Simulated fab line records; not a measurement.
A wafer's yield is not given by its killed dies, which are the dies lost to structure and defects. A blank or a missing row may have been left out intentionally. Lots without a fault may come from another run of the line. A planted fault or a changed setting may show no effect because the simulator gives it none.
What tool caused it? ; flow gf180mcu ; Sampling: 14 lots, 42 wafers, 4 of 602 route steps

WHAT EACH GAUGE READ, for each wafer
GF_PSD_OVL_MEAS_08.
lot;measured;on;PSD_OVL (nm)
L322;day 15 02:47;overlay-01;0.5 0.2 -0.3
L323;day 15 12:53;overlay-02;-1.3 0.2 -0.7
L324;day 15 18:47;overlay-02;-0.2 0.9 -0.9
L325;day 16 06:14;overlay-01;-0.5 -2.0 0.6
L327;day 16 19:02;overlay-02;3.2 1.3 0.9
L328;day 17 00:41;overlay-02;1.9 1.3 0.7
L329;day 17 13:41;overlay-02;-1.6 -1.8 -1.6
L330;day 17 19:26;overlay-02;-0.9 -1.5 -1.8
L334;day 19 05:59;overlay-01;-0.2 -0.3 -0.4
L335;day 19 18:20;overlay-02;-0.2 -0.9 -1.3
L336;day 19 21:42;overlay-02;0.1 1.1 0.8
L338;day 20 13:29;overlay-01;0.4 -2.1 0.4
L341;day 21 15:24;overlay-02;3.2 3.3 3.1
L342;day 22 02:17;overlay-02;-2.9 1.1 -3.0

GF_CONTACT_RS_MEAS_25: measurement is done with a four-point probe.
lot;measured;on;CONTACT_W_RS (ohm/sq)
L322;day 17 02:14;film-metro-04;0.381 0.369 0.381
L323;day 17 12:18;film-metro-03;0.380 0.387 0.380
L324;day 17 17:41;film-metro-04;0.384 0.381 0.373
L325;day 18 07:08;film-metro-03;0.382 0.379 0.380
L327;day 18 20:00;film-metro-03;0.378 0.379 0.378
L328;day 19 02:35;film-metro-03;0.382 0.374 0.388
L329;day 19 15:09;film-metro-04;0.380 0.383 0.380
L330;day 19 22:28;film-metro-04;0.381 0.377 0.380
L334;day 21 10:30;film-metro-01;0.375 0.390 0.388
L335;day 21 20:43;film-metro-01;0.371 0.383 0.386
L336;day 22 00:46;film-metro-03;0.384 0.385 0.376
L338;day 22 15:41;film-metro-01;0.373 0.374 0.384
L341;day 23 16:44;film-metro-01;0.371 0.381 0.371
L342;day 24 03:23;film-metro-01;0.384 0.382 0.386

WHICH TOOL RAN EACH LOT (tool, then ch and the chambers of the sampled wafers, then the start)
lot;GF_STI_WET_ETCH_26;GF_SAB_STRIP_13
L322;wet-bench-01 ch 0, day 2 16:43;plasma-asher-02 ch 0,1, day 16 01:30
L323;wet-bench-03 ch 2, day 2 19:19;plasma-asher-01 ch 0,1, day 16 11:49
L324;wet-bench-01 ch 3, day 3 02:02;plasma-asher-03 ch 0,1, day 16 18:01
L325;wet-bench-01 ch 0, day 3 08:13;plasma-asher-01 ch 1, day 17 04:46
L327;wet-bench-01 ch 1, day 3 16:12;plasma-asher-03 ch 0,1, day 17 18:23
L328;wet-bench-01 ch 1, day 3 20:50;plasma-asher-02 ch 0,1, day 18 00:52
L329;wet-bench-03 ch 3, day 4 03:17;plasma-asher-01 ch 1, day 18 13:31
L330;wet-bench-01 ch 1, day 4 07:34;plasma-asher-01 ch 0,1, day 18 20:19
L334;wet-bench-04 ch 2, day 5 04:04;plasma-asher-02 ch 0,1, day 20 07:40
L335;wet-bench-04 ch 3, day 5 08:08;plasma-asher-03 ch 0,1, day 20 18:59
L336;wet-bench-03 ch 2, day 5 14:28;plasma-asher-03 ch 0,1, day 20 23:13
L338;wet-bench-03 ch 0, day 6 00:19;plasma-asher-02 ch 0,1, day 21 14:37
L341;wet-bench-04 ch 0, day 6 15:31;plasma-asher-02 ch 0,1, day 22 16:01
L342;wet-bench-04 ch 0, day 6 22:18;plasma-asher-03 ch 0,1, day 23 02:17
- GF_STI_WET_ETCH_26: etches SiO2 in dHF, target depth 94 nm, time 188 s.
- GF_SAB_STRIP_13: strips in O2/N2.

WHAT THE TOOLS THEMSELVES READ (means of the sampled wafers that have a number; where no wafer has one, the mark that the record gives instead)
GF_STI_WET_ETCH_26.
lot;tool;run-length-s (s)
L322;wet-bench-01;214
L323;wet-bench-03;215
L324;wet-bench-01;221
L325;wet-bench-01;74
L327;wet-bench-01;74
L328;wet-bench-01;66
L329;wet-bench-03;213
L330;wet-bench-01;66
L334;wet-bench-04;215
L335;wet-bench-04;214
L336;wet-bench-03;215
L338;wet-bench-03;212
L341;wet-bench-04;213
L342;wet-bench-04;214

GF_SAB_STRIP_13.
lot;tool;drypump-motor-current-A (A);heater-power-w (W);oes-product-au (a.u.);strip-time-to-endpoint-s (s)
L322;plasma-asher-02;5.9;384;0.710;12.61
L323;plasma-asher-01;5.9;324;0.706;12.67
L324;plasma-asher-03;6.2;307;0.715;12.58
L325;plasma-asher-01;6.3;317;0.701;12.65
L327;plasma-asher-03;6.2;304;0.707;12.58
L328;plasma-asher-02;5.8;392;0.707;12.59
L329;plasma-asher-01;6.3;316;0.712;12.63
L330;plasma-asher-01;5.9;321;0.707;12.61
L334;plasma-asher-02;5.9;385;0.712;12.60
L335;plasma-asher-03;5.9;325;0.706;12.62
L336;plasma-asher-03;6.2;321;0.710;12.66
L338;plasma-asher-02;5.8;386;0.710;12.57
L341;plasma-asher-02;5.9;384;0.707;12.60
L342;plasma-asher-03;5.9;328;0.706;12.65

THE ANSWER, worked out from the rows above alone
Rule: what is usual is taken from the lots themselves. The widest of any qualifying gaps counts: lots, ordered by their means at a reading, are off when they make up no more than a third of the lots, leave a main group of 4 or more, and stand apart from it by 3 or more times the standard deviation of that group's means. The tables above print the reading to a certain number of digits; a main group whose means all agree to those digits is not used. A lot without any number at a reading at which 4 lots or more have one is off too. Where the step has rows for the other lots, those lots are counted as sound. First the gauges in route order, then the tools' own readings, where a lot's mean is used as printed above. At the first step where some lot is off, the reading lying furthest off is the one used; lots without a number count as furthest.
Off: L325, L327, L328, L330 (GF_STI_WET_ETCH_26, run-length-s). The main group: mean 215 s, standard deviation 2.3.
If a tool, at that step or one of the process steps before it, ran each lot that is off and ran no sound lot following the first of them, it fits. One candidate fits, namely wet-bench-01 at GF_STI_WET_ETCH_26. A fault onset in the window from L324 (day 3 02:02, its last sound lot) to L325 (day 3 08:13, its first lot off) fits.
On the lots that are off, the tool's own readings at GF_STI_WET_ETCH_26 differ by more than 5 times the standard deviation of the sound lots' means, which bears it out; run-length-s reads 70 s there versus 215 s on the sound lots.

WHAT THE SIMULATOR HAD INSERTED
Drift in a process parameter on wet-bench-01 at GF_STI_WET_ETCH_26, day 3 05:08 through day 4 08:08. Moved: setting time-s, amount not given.
Struck lots among those shown: L325, L327, L328, L330. This agrees with what the rule above found.
